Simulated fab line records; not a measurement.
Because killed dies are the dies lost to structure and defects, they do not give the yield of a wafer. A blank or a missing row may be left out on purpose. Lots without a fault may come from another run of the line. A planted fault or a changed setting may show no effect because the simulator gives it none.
Which tool was responsible? / flow sky130 / 72 wafers from 24 lots sampled at 4 of the route's 708 steps

WHAT EACH GAUGE READ, for each wafer
SKY_FIELD_ISO_CD_MEAS_13: target cd 150 nm. Usual: 151.0 nm for cdNm, sd 1.3.
lot=L074; measured=day 2 05:55; on=cdSem-02; cdNm (nm)=151.7 151.2 149.9; flag=
lot=L075; measured=day 2 09:35; on=cdSem-02; cdNm (nm)=150.5 148.3 149.6; flag=
lot=L076; measured=day 2 15:18; on=cdSem-02; cdNm (nm)=148.9 149.1 149.1; flag=
lot=L077; measured=day 2 20:20; on=cdSem-02; cdNm (nm)=150.8 150.3 151.2; flag=
lot=L078; measured=day 3 02:08; on=cdSem-01; cdNm (nm)=151.6 151.7 150.6; flag=
lot=L079; measured=day 3 09:02; on=cdSem-02; cdNm (nm)=152.0 153.0 152.1; flag=
lot=L080; measured=day 3 12:23; on=cdSem-01; cdNm (nm)=152.5 151.6 150.7; flag=
lot=L081; measured=day 3 17:14; on=cdSem-02; cdNm (nm)=148.9 149.6 150.6; flag=
lot=L082; measured=day 3 22:25; on=cdSem-02; cdNm (nm)=150.0 149.8 149.6; flag=
lot=L083; measured=day 4 04:19; on=cdSem-02; cdNm (nm)=153.6 152.8 152.8; flag=
lot=L084; measured=day 4 08:46; on=cdSem-01; cdNm (nm)=150.6 149.4 150.9; flag=
lot=L085; measured=day 4 15:41; on=cdSem-02; cdNm (nm)=150.8 151.1 151.5; flag=
lot=L086; measured=day 4 19:32; on=cdSem-02; cdNm (nm)=151.6 152.6 151.3; flag=
lot=L087; measured=day 5 02:41; on=cdSem-01; cdNm (nm)=152.6 152.5 153.2; flag=
lot=L088; measured=day 5 07:41; on=cdSem-02; cdNm (nm)=150.1 150.9 151.7; flag=
lot=L089; measured=day 5 10:19; on=cdSem-01; cdNm (nm)=149.2 149.6 148.9; flag=
lot=L090; measured=day 5 17:01; on=cdSem-02; cdNm (nm)=151.6 152.6 152.9; flag=
lot=L091; measured=day 5 20:47; on=cdSem-02; cdNm (nm)=151.2 150.8 151.3; flag=
lot=L092; measured=day 6 02:02; on=cdSem-02; cdNm (nm)=151.9 150.7 151.1; flag=
lot=L093; measured=day 6 08:19; on=cdSem-02; cdNm (nm)=153.1 150.7 150.6; flag=
lot=L094; measured=day 6 16:50; on=cdSem-02; cdNm (nm)=149.8 151.0 151.6; flag=
lot=L095; measured=day 6 19:16; on=cdSem-01; cdNm (nm)=152.2 151.6 152.8; flag=
lot=L096; measured=day 7 00:15; on=cdSem-02; cdNm (nm)=150.9 150.0 150.8; flag=
lot=L097; measured=day 7 06:55; on=cdSem-01; cdNm (nm)=151.6 151.3 150.6; flag=

SKY_SD_P_OVL_MEAS_08. Usual: SD_P_OVL typically reads 0.1 nm, with standard deviation 1.2.
lot=L074; measured=day 25 06:01; on=overlay-02; SD_P_OVL (nm)=-0.8 0.5 0.4; flag=
lot=L075; measured=day 25 19:21; on=overlay-02; SD_P_OVL (nm)=0.0 1.8 0.4; flag=
lot=L076; measured=day 25 19:52; on=overlay-01; SD_P_OVL (nm)=-1.2 -0.8 0.5; flag=
lot=L077; measured=day 26 09:46; on=overlay-02; SD_P_OVL (nm)=0.3 0.8 -0.6; flag=
lot=L078; measured=day 26 18:45; on=overlay-02; SD_P_OVL (nm)=0.8 0.0 0.0; flag=
lot=L079; measured=day 27 11:15; on=overlay-02; SD_P_OVL (nm)=-1.5 -2.5 -0.4; flag=
lot=L080; measured=day 27 13:49; on=overlay-02; SD_P_OVL (nm)=-0.6 -1.5 -0.5; flag=
lot=L081; measured=day 29 04:19; on=overlay-01; SD_P_OVL (nm)=0.2 -0.4 -0.3; flag=
lot=L082; measured=day 28 20:16; on=overlay-01; SD_P_OVL (nm)=1.1 -0.4 2.2; flag=
lot=L083; measured=day 29 05:31; on=overlay-02; SD_P_OVL (nm)=-0.1 -0.4 1.7; flag=
lot=L084; measured=day 29 05:13; on=overlay-02; SD_P_OVL (nm)=2.7 1.9 0.4; flag=
lot=L085; measured=day 29 13:52; on=overlay-02; SD_P_OVL (nm)=-0.4 1.4 0.4; flag=
lot=L086; measured=day 29 20:09; on=overlay-01; SD_P_OVL (nm)=1.7 -0.1 1.1; flag=
lot=L087; measured=day 30 03:39; on=overlay-01; SD_P_OVL (nm)=1.1 1.2 1.4; flag=
lot=L088; measured=day 30 07:03; on=overlay-02; SD_P_OVL (nm)=-0.8 -1.8 1.1; flag=
lot=L089; measured=day 30 11:43; on=overlay-02; SD_P_OVL (nm)=1.1 0.2 1.6; flag=
lot=L090; measured=day 30 16:10; on=overlay-01; SD_P_OVL (nm)=-1.0 -1.0 -0.7; flag=
lot=L091; measured=day 31 09:58; on=overlay-01; SD_P_OVL (nm)=-0.4 -1.8 -2.2; flag=
lot=L092; measured=day 31 10:41; on=overlay-02; SD_P_OVL (nm)=0.0 1.5 1.2; flag=
lot=L093; measured=day 31 19:16; on=overlay-01; SD_P_OVL (nm)=-2.2 -1.5 -1.0; flag=
lot=L094; measured=day 32 09:06; on=overlay-02; SD_P_OVL (nm)=0.6 -1.0 -0.2; flag=
lot=L095; measured=day 32 10:23; on=overlay-02; SD_P_OVL (nm)=-0.3 -0.8 0.7; flag=
lot=L096; measured=day 32 13:40; on=overlay-01; SD_P_OVL (nm)=0.1 -1.5 -0.1; flag=
lot=L097; measured=day 32 23:55; on=overlay-02; SD_P_OVL (nm)=2.4 2.0 1.9; flag=

SKY_VIA1_OVL_MEAS_13. Usual: VIA1_OVL typically reads -1 nm, with standard deviation 6.5.
lot=L074; measured=day 33 19:55; on=overlay-02; VIA1_OVL (nm)=-1 -14 -6; flag=
lot=L075; measured=day 34 01:57; on=overlay-02; VIA1_OVL (nm)=-1 -13 -7; flag=
lot=L076; measured=day 34 02:19; on=overlay-01; VIA1_OVL (nm)=-3 -2 -4; flag=
lot=L077; measured=day 34 22:02; on=overlay-02; VIA1_OVL (nm)=0 2 1; flag=
lot=L078; measured=day 35 00:55; on=overlay-02; VIA1_OVL (nm)=6 1 3; flag=
lot=L079; measured=day 35 22:10; on=overlay-01; VIA1_OVL (nm)=-1 -3 -4; flag=
lot=L080; measured=day 36 00:00; on=overlay-01; VIA1_OVL (nm)=-10 -10 -12; flag=
lot=L081; measured=day 37 07:34; on=overlay-02; VIA1_OVL (nm)=-5 2 -5; flag=
lot=L082; measured=day 37 05:11; on=overlay-02; VIA1_OVL (nm)=10 8 10; flag=
lot=L083; measured=day 37 08:52; on=overlay-02; VIA1_OVL (nm)=0 -6 -6; flag=
lot=L084; measured=day 37 08:31; on=overlay-02; VIA1_OVL (nm)=-13 -3 -16; flag=
lot=L085; measured=day 37 14:06; on=overlay-01; VIA1_OVL (nm)=3 -1 3; flag=
lot=L086; measured=day 37 21:54; on=overlay-01; VIA1_OVL (nm)=-12 -8 -6; flag=
lot=L087; measured=day 38 00:51; on=overlay-01; VIA1_OVL (nm)=6 8 5; flag=
lot=L088; measured=day 38 07:21; on=overlay-01; VIA1_OVL (nm)=-10 -5 7; flag=
lot=L089; measured=day 38 13:25; on=overlay-01; VIA1_OVL (nm)=3 7 -3; flag=
lot=L090; measured=day 38 13:43; on=overlay-01; VIA1_OVL (nm)=-4 -1 0; flag=
lot=L091; measured=day 39 06:36; on=overlay-01; VIA1_OVL (nm)=-11 2 5; flag=
lot=L092; measured=day 39 07:46; on=overlay-01; VIA1_OVL (nm)=-3 7 -8; flag=
lot=L093; measured=day 39 16:25; on=overlay-01; VIA1_OVL (nm)=1 0 -2; flag=
lot=L094; measured=day 40 03:39; on=overlay-01; VIA1_OVL (nm)=11 10 1; flag=
lot=L095; measured=day 40 04:16; on=overlay-01; VIA1_OVL (nm)=-1 6 0; flag=
lot=L096; measured=day 40 07:16; on=overlay-01; VIA1_OVL (nm)=7 7 9; flag=
lot=L097; measured=day 40 19:16; on=overlay-02; VIA1_OVL (nm)=0 -3 0; flag=

TOOL THAT RAN EACH LOT (tool first, then ch and the chambers of the sampled wafers, then the start)
lot=L074; SKY_FIELD_ISO_ETCH_17=rieSi-01 ch 0,2,3, day 2 06:13
lot=L075; SKY_FIELD_ISO_ETCH_17=rieSi-02 ch 0,3, day 2 09:55
lot=L076; SKY_FIELD_ISO_ETCH_17=rieSi-02 ch 1,3, day 2 15:36
lot=L077; SKY_FIELD_ISO_ETCH_17=rieSi-01 ch 0,2,3, day 2 20:36
lot=L078; SKY_FIELD_ISO_ETCH_17=rieSi-02 ch 2,3, day 3 02:27
lot=L079; SKY_FIELD_ISO_ETCH_17=rieSi-02 ch 0,1,2, day 3 09:22
lot=L080; SKY_FIELD_ISO_ETCH_17=rieSi-02 ch 0,2,3, day 3 12:42
lot=L081; SKY_FIELD_ISO_ETCH_17=rieSi-02 ch 0,1,3, day 3 17:34
lot=L082; SKY_FIELD_ISO_ETCH_17=rieSi-01 ch 0,1,3, day 3 22:42
lot=L083; SKY_FIELD_ISO_ETCH_17=rieSi-01 ch 0,1, day 4 04:37
lot=L084; SKY_FIELD_ISO_ETCH_17=rieSi-01 ch 2,3, day 4 09:03
lot=L085; SKY_FIELD_ISO_ETCH_17=rieSi-02 ch 1,2,3, day 4 16:00
lot=L086; SKY_FIELD_ISO_ETCH_17=rieSi-02 ch 1,2,3, day 4 19:51
lot=L087; SKY_FIELD_ISO_ETCH_17=rieSi-01 ch 0,2,3, day 5 03:00
lot=L088; SKY_FIELD_ISO_ETCH_17=rieSi-01 ch 0,2, day 5 08:01
lot=L089; SKY_FIELD_ISO_ETCH_17=rieSi-02 ch 0,1,2, day 5 10:36
lot=L090; SKY_FIELD_ISO_ETCH_17=rieSi-02 ch 0,3, day 5 17:18
lot=L091; SKY_FIELD_ISO_ETCH_17=rieSi-02 ch 0,1,2, day 5 21:06
lot=L092; SKY_FIELD_ISO_ETCH_17=rieSi-01 ch 0,3, day 6 02:21
lot=L093; SKY_FIELD_ISO_ETCH_17=rieSi-02 ch 0,2, day 6 08:37
lot=L094; SKY_FIELD_ISO_ETCH_17=rieSi-02 ch 2,3, day 6 17:09
lot=L095; SKY_FIELD_ISO_ETCH_17=rieSi-01 ch 0,3, day 6 19:34
lot=L096; SKY_FIELD_ISO_ETCH_17=rieSi-02 ch 1,2,3, day 7 00:33
lot=L097; SKY_FIELD_ISO_ETCH_17=rieSi-02 ch 0,2,3, day 7 07:12
- SKY_FIELD_ISO_ETCH_17: etches Si in HBr/Cl2/O2, target depth 342 nm, time 97.7 s.

AS READ BY THE TOOLS THEMSELVES (means over the sampled wafers that have a number; for cases with no such wafer, the mark the record gives instead)
SKY_FIELD_ISO_ETCH_17. Usual: drypumpMotorCurrentA 5.5 A, standard deviation 0.38; mfcCl2Sccm 39.98 sccm, standard deviation 0.13; oesProductAu 1.002 a.u., standard deviation 0.016; rfFwdPowerW 596.0 W, standard deviation 2.4; throttleValvePct 25.655 %, standard deviation 0.013.
lot=L074; tool=rieSi-01; drypumpMotorCurrentA (A)=5.4; mfcCl2Sccm (sccm)=40.03; oesProductAu (a.u.)=1.011; rfFwdPowerW (W)=593.2; throttleValvePct (%)=25.648; flag=
lot=L075; tool=rieSi-02; drypumpMotorCurrentA (A)=5.5; mfcCl2Sccm (sccm)=40.01; oesProductAu (a.u.)=0.999; rfFwdPowerW (W)=595.2; throttleValvePct (%)=25.660; flag=
lot=L076; tool=rieSi-02; drypumpMotorCurrentA (A)=5.3; mfcCl2Sccm (sccm)=40.10; oesProductAu (a.u.)=0.999; rfFwdPowerW (W)=596.6; throttleValvePct (%)=25.655; flag=
lot=L077; tool=rieSi-01; drypumpMotorCurrentA (A)=5.4; mfcCl2Sccm (sccm)=39.85; oesProductAu (a.u.)=1.014; rfFwdPowerW (W)=592.6; throttleValvePct (%)=25.639; flag=
lot=L078; tool=rieSi-02; drypumpMotorCurrentA (A)=5.6; mfcCl2Sccm (sccm)=39.97; oesProductAu (a.u.)=0.990; rfFwdPowerW (W)=596.1; throttleValvePct (%)=25.662; flag=
lot=L079; tool=rieSi-02; drypumpMotorCurrentA (A)=5.2; mfcCl2Sccm (sccm)=40.08; oesProductAu (a.u.)=1.007; rfFwdPowerW (W)=597.0; throttleValvePct (%)=25.661; flag=
lot=L080; tool=rieSi-02; drypumpMotorCurrentA (A)=5.4; mfcCl2Sccm (sccm)=39.98; oesProductAu (a.u.)=0.995; rfFwdPowerW (W)=596.4; throttleValvePct (%)=25.657; flag=
lot=L081; tool=rieSi-02; drypumpMotorCurrentA (A)=5.3; mfcCl2Sccm (sccm)=39.96; oesProductAu (a.u.)=1.001; rfFwdPowerW (W)=596.4; throttleValvePct (%)=25.642; flag=
lot=L082; tool=rieSi-01; drypumpMotorCurrentA (A)=5.8; mfcCl2Sccm (sccm)=39.97; oesProductAu (a.u.)=1.006; rfFwdPowerW (W)=596.0; throttleValvePct (%)=25.654; flag=
lot=L083; tool=rieSi-01; drypumpMotorCurrentA (A)=5.9; mfcCl2Sccm (sccm)=39.84; oesProductAu (a.u.)=0.998; rfFwdPowerW (W)=599.2; throttleValvePct (%)=25.659; flag=
lot=L084; tool=rieSi-01; drypumpMotorCurrentA (A)=5.6; mfcCl2Sccm (sccm)=39.85; oesProductAu (a.u.)=1.020; rfFwdPowerW (W)=594.7; throttleValvePct (%)=25.636; flag=
lot=L085; tool=rieSi-02; drypumpMotorCurrentA (A)=5.4; mfcCl2Sccm (sccm)=40.03; oesProductAu (a.u.)=0.988; rfFwdPowerW (W)=597.1; throttleValvePct (%)=25.663; flag=
lot=L086; tool=rieSi-02; drypumpMotorCurrentA (A)=5.4; mfcCl2Sccm (sccm)=40.03; oesProductAu (a.u.)=0.990; rfFwdPowerW (W)=597.8; throttleValvePct (%)=25.663; flag=
lot=L087; tool=rieSi-01; drypumpMotorCurrentA (A)=5.5; mfcCl2Sccm (sccm)=39.84; oesProductAu (a.u.)=1.015; rfFwdPowerW (W)=593.0; throttleValvePct (%)=25.642; flag=
lot=L088; tool=rieSi-01; drypumpMotorCurrentA (A)=5.2; mfcCl2Sccm (sccm)=40.12; oesProductAu (a.u.)=1.029; rfFwdPowerW (W)=593.6; throttleValvePct (%)=25.641; flag=
lot=L089; tool=rieSi-02; drypumpMotorCurrentA (A)=5.2; mfcCl2Sccm (sccm)=39.93; oesProductAu (a.u.)=1.007; rfFwdPowerW (W)=595.6; throttleValvePct (%)=25.658; flag=
lot=L090; tool=rieSi-02; drypumpMotorCurrentA (A)=5.5; mfcCl2Sccm (sccm)=40.04; oesProductAu (a.u.)=0.999; rfFwdPowerW (W)=595.8; throttleValvePct (%)=25.663; flag=
lot=L091; tool=rieSi-02; drypumpMotorCurrentA (A)=5.2; mfcCl2Sccm (sccm)=39.90; oesProductAu (a.u.)=0.997; rfFwdPowerW (W)=595.9; throttleValvePct (%)=25.663; flag=
lot=L092; tool=rieSi-01; drypumpMotorCurrentA (A)=5.6; mfcCl2Sccm (sccm)=39.98; oesProductAu (a.u.)=1.021; rfFwdPowerW (W)=595.1; throttleValvePct (%)=25.654; flag=
lot=L093; tool=rieSi-02; drypumpMotorCurrentA (A)=5.3; mfcCl2Sccm (sccm)=39.95; oesProductAu (a.u.)=0.996; rfFwdPowerW (W)=597.5; throttleValvePct (%)=25.653; flag=
lot=L094; tool=rieSi-02; drypumpMotorCurrentA (A)=5.7; mfcCl2Sccm (sccm)=40.08; oesProductAu (a.u.)=0.999; rfFwdPowerW (W)=596.6; throttleValvePct (%)=25.662; flag=
lot=L095; tool=rieSi-01; drypumpMotorCurrentA (A)=5.8; mfcCl2Sccm (sccm)=39.92; oesProductAu (a.u.)=1.011; rfFwdPowerW (W)=594.3; throttleValvePct (%)=25.651; flag=
lot=L096; tool=rieSi-02; drypumpMotorCurrentA (A)=5.4; mfcCl2Sccm (sccm)=39.86; oesProductAu (a.u.)=1.003; rfFwdPowerW (W)=596.0; throttleValvePct (%)=25.647; flag=
lot=L097; tool=rieSi-02; drypumpMotorCurrentA (A)=5.4; mfcCl2Sccm (sccm)=39.93; oesProductAu (a.u.)=1.005; rfFwdPowerW (W)=596.7; throttleValvePct (%)=25.653; flag=

THE ANSWER, worked out from the rows above alone
Rule: take the mean of a lot's wafers that have a number; if it is more than 3 standard deviations from the usual mean, the lot is off. Also off: a lot with no number at a reading for which 4 or more lots have one. All remaining lots with rows at the step are treated as sound. First the gauges in route order, then the tools' own readings, where a lot's mean is used as printed above. At the first step where some lot is off, the reading lying furthest off is the one used; lots without a number count as furthest.
Across all readings shown, no lot is off: no conclusion can be drawn from this.

WHAT THE SIMULATOR HAD INSERTED
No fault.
